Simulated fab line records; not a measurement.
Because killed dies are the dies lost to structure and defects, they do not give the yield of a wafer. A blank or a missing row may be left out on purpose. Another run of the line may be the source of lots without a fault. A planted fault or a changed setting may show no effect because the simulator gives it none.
Shared-tool check + flow sky130 + Lots sampled 10, wafers sampled 30

== REASON FOR OPENING ==
At SKY_VIA3_RS_MEAS_22 the reading VIA3_W_RS is flagged on 2 of 10 lots. Fault-free wafers read 0.296 ohm/sq, with a standard deviation of 0.004.
Rule: a lot is flagged in two cases, either no wafer of it has a number, or all its wafers with numbers fall more than 4 standard deviations from that mean. All remaining lots are regarded as sound.

| lot  | measured     | on            | VIA3_W_RS (ohm/sq), wafer by wafer | flag    |
|------|--------------|---------------|------------------------------------|---------|
| L250 | day 39 18:43 | film-metro-03 | 0.301 0.296 0.297                  |         |
| L251 | day 40 03:30 | film-metro-01 | 0.297 0.292 0.295                  |         |
| L253 | day 40 15:50 | film-metro-02 | 0.291 0.298 0.294                  |         |
| L254 | day 41 04:23 | film-metro-01 | 0.298 0.290 0.296                  |         |
| L255 | day 41 15:32 | film-metro-02 | 0.290 0.298 0.294                  |         |
| L256 | day 41 18:08 | film-metro-02 | 0.297 0.299 0.307                  |         |
| L262 | day 43 13:22 | film-metro-03 | 1.107 1.097 1.124                  | FLAGGED |
| L265 | day 44 14:01 | film-metro-02 | 0.295 0.288 0.298                  |         |
| L266 | day 45 03:14 | film-metro-03 | 1.079 1.099 1.138                  | FLAGGED |
| L271 | day 46 00:32 | film-metro-03 | 0.290 0.295 0.294                  |         |
On average the flagged lots read 1.107 ohm/sq, which is +0.811 ohm/sq against the usual, or +99 or more standard deviations.

== WHICH TOOL RAN EACH LOT ==
The record keeps 1 process step preceding the reading, out of 708 steps on the route. Cell contents, in order: the tool; ch with the chambers the sampled wafers went through; the start.
| lot  | flag    | SKY_VIA3_CVD_21               |
|------|---------|-------------------------------|
| L250 |         | cvd-w-02 ch 0,1, day 39 18:35 |
| L251 |         | cvd-w-02 ch 0,1, day 40 03:22 |
| L253 |         | cvd-w-02 ch 0,1, day 40 15:41 |
| L254 |         | cvd-w-01 ch 0,1, day 41 04:14 |
| L255 |         | cvd-w-01 ch 0,1, day 41 15:23 |
| L256 |         | cvd-w-02 ch 0,1, day 41 17:59 |
| L262 | FLAGGED | cvd-w-02 ch 0,1, day 43 13:14 |
| L265 |         | cvd-w-01 ch 0,1, day 44 13:54 |
| L266 | FLAGGED | cvd-w-02 ch 0,1, day 45 03:05 |
| L271 |         | cvd-w-01 ch 0,1, day 46 00:24 |
What is done by these steps:
- SKY_VIA3_CVD_21: deposits W, target thk 390 nm, time 117.31 s.
- SKY_VIA3_RS_MEAS_22: measures by four-point-probe.

== FLAGGED OVER TOTAL, TOOL BY TOOL (the gauges that took the reading come last) ==
| step                | tool          | lots run | flagged | share of the flagged lots | sound lots run after its first flagged lot |
|---------------------|---------------|----------|---------|---------------------------|--------------------------------------------|
| SKY_VIA3_CVD_21     | cvd-w-01      | 4        | 0       | none                      | -                                          |
| SKY_VIA3_CVD_21     | cvd-w-02      | 6        | 2       | all                       | 0                                          |
| SKY_VIA3_RS_MEAS_22 | film-metro-01 | 2        | 0       | none                      | -                                          |
| SKY_VIA3_RS_MEAS_22 | film-metro-02 | 4        | 0       | none                      | -                                          |
| SKY_VIA3_RS_MEAS_22 | film-metro-03 | 4        | 2       | all                       | 1 (L271)                                   |

== THE TABLE: WHAT IT ALLOWS ==
2 rows of the table ran every flagged lot: cvd-w-02 at SKY_VIA3_CVD_21, film-metro-03 at SKY_VIA3_RS_MEAS_22.
- cvd-w-02 at SKY_VIA3_CVD_21 ran 6 lots, 2 of them flagged. Its last sound lot is L256 (day 41 17:59), its first flagged lot L262 (day 43 13:14): a fault that began between those two fits.
- film-metro-03 at SKY_VIA3_RS_MEAS_22 ran 4 lots, 2 of them flagged. Sound lots followed the first flagged one (L271) on it, something a lasting fault affecting the whole tool could not allow.
What remains is a single tool, cvd-w-02 at SKY_VIA3_CVD_21.

== WHAT THE SIMULATOR HAD INSERTED ==
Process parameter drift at SKY_VIA3_CVD_21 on cvd-w-02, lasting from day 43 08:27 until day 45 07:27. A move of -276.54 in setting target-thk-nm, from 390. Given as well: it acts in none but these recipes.
Shown lots that were struck: L262, L266. This agrees with what the rule above found.
